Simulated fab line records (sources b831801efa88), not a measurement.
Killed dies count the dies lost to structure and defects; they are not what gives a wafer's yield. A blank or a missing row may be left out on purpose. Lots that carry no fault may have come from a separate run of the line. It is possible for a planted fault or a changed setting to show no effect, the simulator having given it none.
Split-lot trial || flow sky130 || 5 lots, 23 wafers read, on a route of 708 steps

== ABOUT THE SPLIT ==
At SKY_METAL1_SPUTTER_04 (material TiN, target thk 70 nm, time 58.3 s), the setting time_s was moved away from the recipe's 58.3 s on 10 of the 23 wafers read, by -12.8% to +8.0%. For the rest of the wafers, this setting stayed at what the recipe calls for.

Reading taken at the split's own step.

== THE READING ==
TiN_of_METAL1_SPUTTER_04.thk_nm (the simulator's own value, which no gauge read), in nm, at SKY_METAL1_SPUTTER_04 (material TiN, target thk 70 nm, time 58.3 s). The file gives no usual value for it. Here, 13 wafers ran the recipe; their average is 69.42 nm with a standard deviation of 1.2 nm.

{"wafer": "L074.1", "tool, chamber at the split": "pvd_sputter-02, -", "time_s as run, s": 61.57, "against the recipe": "+5.6%", "TiN_of_METAL1_SPUTTER_04.thk_nm, nm": 74.11, "against lot-mates on the recipe": "+4.27"}
{"wafer": "L074.2", "tool, chamber at the split": "pvd_sputter-02, -", "time_s as run, s": 61.57, "against the recipe": "+5.6%", "TiN_of_METAL1_SPUTTER_04.thk_nm, nm": 73.85, "against lot-mates on the recipe": "+4.00"}
{"wafer": "L074.3", "tool, chamber at the split": "pvd_sputter-02, -", "time_s as run, s": 58.3, "against the recipe": "recipe", "TiN_of_METAL1_SPUTTER_04.thk_nm, nm": 70.16, "against lot-mates on the recipe": "-"}
{"wafer": "L074.4", "tool, chamber at the split": "pvd_sputter-02, -", "time_s as run, s": 61.57, "against the recipe": "+5.6%", "TiN_of_METAL1_SPUTTER_04.thk_nm, nm": 72.92, "against lot-mates on the recipe": "+3.08"}
{"wafer": "L074.5", "tool, chamber at the split": "pvd_sputter-02, -", "time_s as run, s": 58.3, "against the recipe": "recipe", "TiN_of_METAL1_SPUTTER_04.thk_nm, nm": 69.53, "against lot-mates on the recipe": "-"}
{"wafer": "L075.1", "tool, chamber at the split": "pvd_sputter-03, -", "time_s as run, s": 58.3, "against the recipe": "recipe", "TiN_of_METAL1_SPUTTER_04.thk_nm, nm": 71.35, "against lot-mates on the recipe": "-"}
{"wafer": "L075.2", "tool, chamber at the split": "pvd_sputter-03, -", "time_s as run, s": 58.3, "against the recipe": "recipe", "TiN_of_METAL1_SPUTTER_04.thk_nm, nm": 70.12, "against lot-mates on the recipe": "-"}
{"wafer": "L075.3", "tool, chamber at the split": "pvd_sputter-03, -", "time_s as run, s": 53.53, "against the recipe": "-8.2%", "TiN_of_METAL1_SPUTTER_04.thk_nm, nm": 66.07, "against lot-mates on the recipe": -4.92}
{"wafer": "L075.4", "tool, chamber at the split": "pvd_sputter-03, -", "time_s as run, s": 53.53, "against the recipe": "-8.2%", "TiN_of_METAL1_SPUTTER_04.thk_nm, nm": 64.29, "against lot-mates on the recipe": -6.70}
{"wafer": "L075.5", "tool, chamber at the split": "pvd_sputter-03, -", "time_s as run, s": 58.3, "against the recipe": "recipe", "TiN_of_METAL1_SPUTTER_04.thk_nm, nm": 71.5, "against lot-mates on the recipe": "-"}
{"wafer": "L077.1", "tool, chamber at the split": "pvd_sputter-04, -", "time_s as run, s": 58.3, "against the recipe": "recipe", "TiN_of_METAL1_SPUTTER_04.thk_nm, nm": 70.12, "against lot-mates on the recipe": "-"}
{"wafer": "L077.2", "tool, chamber at the split": "pvd_sputter-04, -", "time_s as run, s": 50.81, "against the recipe": "-12.8%", "TiN_of_METAL1_SPUTTER_04.thk_nm, nm": 60.33, "against lot-mates on the recipe": -9.12}
{"wafer": "L077.3", "tool, chamber at the split": "pvd_sputter-04, -", "time_s as run, s": 58.3, "against the recipe": "recipe", "TiN_of_METAL1_SPUTTER_04.thk_nm, nm": 68.78, "against lot-mates on the recipe": "-"}
{"wafer": "L077.5", "tool, chamber at the split": "pvd_sputter-04, -", "time_s as run, s": 50.81, "against the recipe": "-12.8%", "TiN_of_METAL1_SPUTTER_04.thk_nm, nm": 59.79, "against lot-mates on the recipe": -9.66}
{"wafer": "L077.6", "tool, chamber at the split": "pvd_sputter-04, -", "time_s as run, s": 50.81, "against the recipe": "-12.8%", "TiN_of_METAL1_SPUTTER_04.thk_nm, nm": 61.29, "against lot-mates on the recipe": -8.16}
{"wafer": "L078.3", "tool, chamber at the split": "pvd_sputter-02, -", "time_s as run, s": 58.3, "against the recipe": "recipe", "TiN_of_METAL1_SPUTTER_04.thk_nm, nm": 67.73, "against lot-mates on the recipe": "-"}
{"wafer": "L078.4", "tool, chamber at the split": "pvd_sputter-02, -", "time_s as run, s": 58.3, "against the recipe": "recipe", "TiN_of_METAL1_SPUTTER_04.thk_nm, nm": 67.98, "against lot-mates on the recipe": "-"}
{"wafer": "L078.5", "tool, chamber at the split": "pvd_sputter-02, -", "time_s as run, s": 58.3, "against the recipe": "recipe", "TiN_of_METAL1_SPUTTER_04.thk_nm, nm": 68.74, "against lot-mates on the recipe": "-"}
{"wafer": "L080.1", "tool, chamber at the split": "pvd_sputter-02, -", "time_s as run, s": 62.95, "against the recipe": "+8.0%", "TiN_of_METAL1_SPUTTER_04.thk_nm, nm": 74.86, "against lot-mates on the recipe": "+6.06"}
{"wafer": "L080.2", "tool, chamber at the split": "pvd_sputter-02, -", "time_s as run, s": 58.3, "against the recipe": "recipe", "TiN_of_METAL1_SPUTTER_04.thk_nm, nm": 68.83, "against lot-mates on the recipe": "-"}
{"wafer": "L080.3", "tool, chamber at the split": "pvd_sputter-02, -", "time_s as run, s": 58.3, "against the recipe": "recipe", "TiN_of_METAL1_SPUTTER_04.thk_nm, nm": 69.56, "against lot-mates on the recipe": "-"}
{"wafer": "L080.4", "tool, chamber at the split": "pvd_sputter-02, -", "time_s as run, s": 58.3, "against the recipe": "recipe", "TiN_of_METAL1_SPUTTER_04.thk_nm, nm": 68, "against lot-mates on the recipe": "-"}
{"wafer": "L080.5", "tool, chamber at the split": "pvd_sputter-02, -", "time_s as run, s": 62.95, "against the recipe": "+8.0%", "TiN_of_METAL1_SPUTTER_04.thk_nm, nm": 75.37, "against lot-mates on the recipe": "+6.57"}

FIT RESULTS
A straight line over all 23 wafers: TiN_of_METAL1_SPUTTER_04.thk_nm changes by +0.681 nm for each +1% of time_s; r = +0.97; the points scatter about the line by 1.1 nm.
The same after taking each lot's own level away (the mean of its wafers on the recipe; 23 wafers): +0.713 nm for each +1%; r = +0.99; scatter 0.64 nm.
That fit puts the effect of the largest move of time_s on the reading at 9.2 nm.
From 68.150 to 70.990 nm: that is the span of the lots' own levels, equal to 2.4 times the standard deviation above.
The two slopes are in agreement: the lot-to-lot level therefore moves the slope only a little.
Check: -9.11 nm against its lot-mates is what the line predicts for one of the wafers moved furthest among these (-12.8%) when that wafer is left out of the fit. It came out at -9.12 nm against them.

== THE FILE'S OWN FIT ==
TiN_of_METAL1_SPUTTER_04.thk_nm changes by +0.717 nm for each +1% of time_s, r = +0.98.
